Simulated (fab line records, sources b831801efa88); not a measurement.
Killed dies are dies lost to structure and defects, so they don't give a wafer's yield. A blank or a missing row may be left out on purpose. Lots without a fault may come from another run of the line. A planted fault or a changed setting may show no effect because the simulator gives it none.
Which tool did it? | flow gf180mcu | 13 lots, 38 wafers sampled, at 7 steps of a route of 602

WHAT THE GAUGES READ, wafer by wafer
GF_POLY_GATE_OVL_MEAS_11.
lot  | measured     | on         | POLY_GATE_OVL (nm)
L182 | day 9 18:57  | overlay-01 | 1 2 4
L183 | day 10 02:04 | overlay-02 | 5 -5 -1
L184 | day 10 11:36 | overlay-02 | -6 -5 4
L186 | day 10 20:41 | overlay-02 | -13 -1 -6
L187 | day 11 07:19 | overlay-01 | -4 -9 1
L189 | day 11 13:48 | overlay-01 | 1 -3 -1
L194 | day 12 22:07 | overlay-01 | -4 -8 -3
L195 | day 13 07:00 | overlay-01 | 9 1 6
L196 | day 13 16:28 | overlay-02 | -3 -7 3
L200 | day 14 20:34 | overlay-02 | 3 -4 2
L201 | day 15 04:51 | overlay-01 | 6 11 9
L203 | day 15 13:12 | overlay-01 | -2 -6
L204 | day 15 16:19 | overlay-02 | -2 0 1

GF_POLY_GATE_THK_MEAS_17.
lot  | measured     | on            | POLY_GATE_OXIDATION_THK (nm)
L182 | day 10 00:51 | film_metro-03 | 3.92 4.03 4.03
L183 | day 10 10:31 | film_metro-03 | 4.00 4.09 3.99
L184 | day 10 20:20 | film_metro-03 | 4.05 4.07 4.08
L186 | day 11 00:52 | film_metro-03 | 4.13 4.13 4.06
L187 | day 11 08:52 | film_metro-03 | 4.02 4.11 4.07
L189 | day 11 15:21 | film_metro-02 | 4.21 4.17 4.20
L194 | day 13 02:08 | film_metro-02 | 4.03 4.08 4.05
L195 | day 13 09:20 | film_metro-02 | 4.05 3.96 4.02
L196 | day 13 18:00 | film_metro-02 | 3.96 3.96 3.94
L200 | day 14 22:08 | film_metro-03 | 3.98 4.01 4.05
L201 | day 15 08:07 | film_metro-03 | 3.94 3.90 3.95
L203 | day 15 14:47 | film_metro-03 | 4.04 4.00
L204 | day 15 17:53 | film_metro-03 | 4.04 3.96 3.97

GF_HV_LDD_CD_MEAS_19: target cd 400 nm.
lot  | measured     | on        | cd_nm (nm)
L182 | day 11 12:02 | cd_sem-01 | 398.8 398.9 399.1
L183 | day 11 22:17 | cd_sem-02 | 402.0 403.0 403.5
L184 | day 12 08:59 | cd_sem-02 | 403.8 406.1 403.2
L186 | day 12 14:02 | cd_sem-02 | 397.8 397.2 399.3
L187 | day 12 21:38 | cd_sem-01 | 400.8 399.8 399.8
L189 | day 13 05:23 | cd_sem-02 | 401.1 402.2 402.5
L194 | day 14 19:14 | cd_sem-02 | - - -
L195 | day 15 04:02 | cd_sem-02 | - - -
L196 | day 15 13:24 | cd_sem-02 | - - -
L200 | day 16 18:20 | cd_sem-02 | 398.0 398.9 400.0
L201 | day 17 03:32 | cd_sem-02 | 399.9 400.0 402.6
L203 | day 17 11:53 | cd_sem-02 | 399.4 400.7
L204 | day 17 14:32 | cd_sem-01 | 401.8 402.4 402.2

GF_HV_LDD_OVL_MEAS_32.
lot  | measured     | on         | HV_LDD_02_OVL (nm)
L182 | day 12 07:07 | overlay-02 | -1.3 -1.3 -2.5
L183 | day 12 17:51 | overlay-02 | -1.3 -1.5 0.6
L184 | day 13 04:10 | overlay-02 | 1.9 1.2 2.8
L186 | day 13 08:51 | overlay-01 | 1.4 0.2 3.4
L187 | day 13 17:43 | overlay-01 | -1.4 -3.8 -1.5
L189 | day 14 01:49 | overlay-01 | 1.4 3.1 1.0
L194 | day 15 16:49 | overlay-02 | -0.6 -0.8 -1.5
L195 | day 16 02:21 | overlay-01 | -0.5 -1.6 -1.7
L196 | day 16 11:53 | overlay-02 | 0.3 1.2 2.5
L200 | day 17 17:46 | overlay-02 | -3.6 -2.1 -3.0
L201 | day 18 02:33 | overlay-01 | -2.3 -2.8 0.6
L203 | day 18 11:00 | overlay-02 | -1.6 -2.6
L204 | day 18 14:25 | overlay-02 | 1.6 2.5 0.8

GF_HV_LDD_TW_MEAS_38.
lot  | measured     | on            | HV_LDD_3_TW
L182 | day 12 07:52 | film_metro-04 | 1436 1428 1429
L183 | day 12 18:35 | film_metro-04 | 1434 1435 1431
L184 | day 13 04:53 | film_metro-04 | 1439 1425 1437
L186 | day 13 09:35 | film_metro-04 | 1425 1428 1431
L187 | day 13 18:28 | film_metro-04 | 1436 1431 1437
L189 | day 14 02:32 | film_metro-01 | 1425 1430 1424
L194 | day 15 17:34 | film_metro-01 | 1577 1580 1574 1581 1570 1580
L195 | day 16 03:05 | film_metro-02 | 1589 1575 1585 1591 1584 1588
L196 | day 16 12:37 | film_metro-04 | 1582 1581 1585 1582 1574 1585
L200 | day 17 18:31 | film_metro-01 | 1415 1417 1430
L201 | day 18 03:17 | film_metro-01 | 1421 1422 1425
L203 | day 18 11:44 | film_metro-02 | 1421 1420
L204 | day 18 15:10 | film_metro-04 | 1429 1436 1424

GF_HV_LDD_TW_MEAS_50.
lot  | measured     | on            | HV_LDD_4_TW
L182 | day 13 02:44 | film_metro-01 | 561.7 562.3 560.7
L183 | day 13 13:47 | film_metro-04 | 566.1 564.7 568.9
L184 | day 14 00:50 | film_metro-04 | 569.1 569.9 569.1
L186 | day 14 06:20 | film_metro-01 | 563.2 567.0 567.4
L187 | day 14 15:46 | film_metro-01 | 566.5 563.3 564.5
L189 | day 15 00:38 | film_metro-02 | 564.1 564.1 567.6
L194 | day 16 16:01 | film_metro-04 | 1094.3 1094.6 1093.2 1098.3 1100.9 1090.6
L195 | day 17 01:35 | film_metro-01 | 1097.3 1092.1 1092.4 1089.3 1092.0 1093.1
L196 | day 17 11:54 | film_metro-02 | 1083.1 1088.0 1086.6 1093.4 1088.6 1087.7
L200 | day 18 18:22 | film_metro-02 | 564.5 562.9 562.9
L201 | day 19 03:17 | film_metro-04 | 568.4 566.5 569.3
L203 | day 19 12:29 | film_metro-04 | 570.5 567.4
L204 | day 19 14:49 | film_metro-02 | 561.9 561.2 563.2

WHICH TOOL RAN EACH LOT (tool, then ch and the chambers of the sampled wafers, then the start)
lot  | GF_HV_LDD_COAT_14
L182 | litho_track-04 ch 0, day 11 02:59
L183 | litho_track-01 ch 0, day 11 12:26
L184 | litho_track-01 ch 0, day 11 23:32
L186 | litho_track-02 ch 0, day 12 04:41
L187 | litho_track-04 ch 0, day 12 12:50
L189 | litho_track-02 ch 0, day 12 19:41
L194 | litho_track-01, day 14 08:46
L195 | litho_track-02, day 14 16:56
L196 | litho_track-04, day 15 02:28
L200 | litho_track-02 ch 0, day 16 06:57
L201 | litho_track-02 ch 0, day 16 16:17
L203 | litho_track-04 ch 0, day 17 00:05
L204 | litho_track-04 ch 0, day 17 03:01
- GF_HV_LDD_COAT_14: resist thk 1000 nm.

WHAT THE TOOLS THEMSELVES READ (means of the sampled wafers that have a number; where no wafer has one, the mark that the record gives instead)
GF_HV_LDD_COAT_14.
lot  | tool           | chill_plate_temp_C (C) | dispense_pressure_kPa (kPa)
L182 | litho_track-04 | 23.07                  | 51.8
L183 | litho_track-01 | 22.93                  | 52.5
L184 | litho_track-01 | 22.98                  | 52.4
L186 | litho_track-02 | 23.07                  | 49.4
L187 | litho_track-04 | 23.04                  | 51.8
L189 | litho_track-02 | 23.08                  | 49.4
L194 | litho_track-01 | -                      | -
L195 | litho_track-02 | -                      | -
L196 | litho_track-04 | -                      | -
L200 | litho_track-02 | 22.99                  | 49.4
L201 | litho_track-02 | 23.06                  | 49.4
L203 | litho_track-04 | 22.91                  | 51.8
L204 | litho_track-04 | 22.92                  | 51.8

THE ANSWER, worked out from the rows above alone
Rule: what is usual is taken from the lots themselves. Put in order of their means at a reading, lots are off if they are a third of the lots or fewer, leave a main group of 4 or more, and stand apart from it by a gap of 3 or more times the standard deviation of the main group's means; of several such gaps the widest counts. A main group whose means are all the same, to the digits that the tables above print for the reading, isn't used. A lot without any number at a reading at which 4 lots or more have one is off too. The other lots that the step has rows for count as sound. The gauges are gone through in route order, then the tools' own readings, and for those a lot's mean is taken as printed above. The first step at which some lot is off is used, and at that step the reading that is off furthest; a lot without a number counts as furthest.
Off: L194, L195, L196, at GF_HV_LDD_CD_MEAS_19 (cd_nm). Without a number there: L194, L195, L196. The main group: mean 400.8 nm, standard deviation 1.9.
A tool fits if, at a process step before that reading, it ran every lot that is off, and no sound lot after the first of them. The gauges at GF_HV_LDD_CD_MEAS_19 aren't tried: what is off there is off at GF_HV_LDD_TW_MEAS_38 too, on other tools, and a gauge's error can't cause that. None of those tried fits.

WHAT THE SIMULATOR HAD PUT IN
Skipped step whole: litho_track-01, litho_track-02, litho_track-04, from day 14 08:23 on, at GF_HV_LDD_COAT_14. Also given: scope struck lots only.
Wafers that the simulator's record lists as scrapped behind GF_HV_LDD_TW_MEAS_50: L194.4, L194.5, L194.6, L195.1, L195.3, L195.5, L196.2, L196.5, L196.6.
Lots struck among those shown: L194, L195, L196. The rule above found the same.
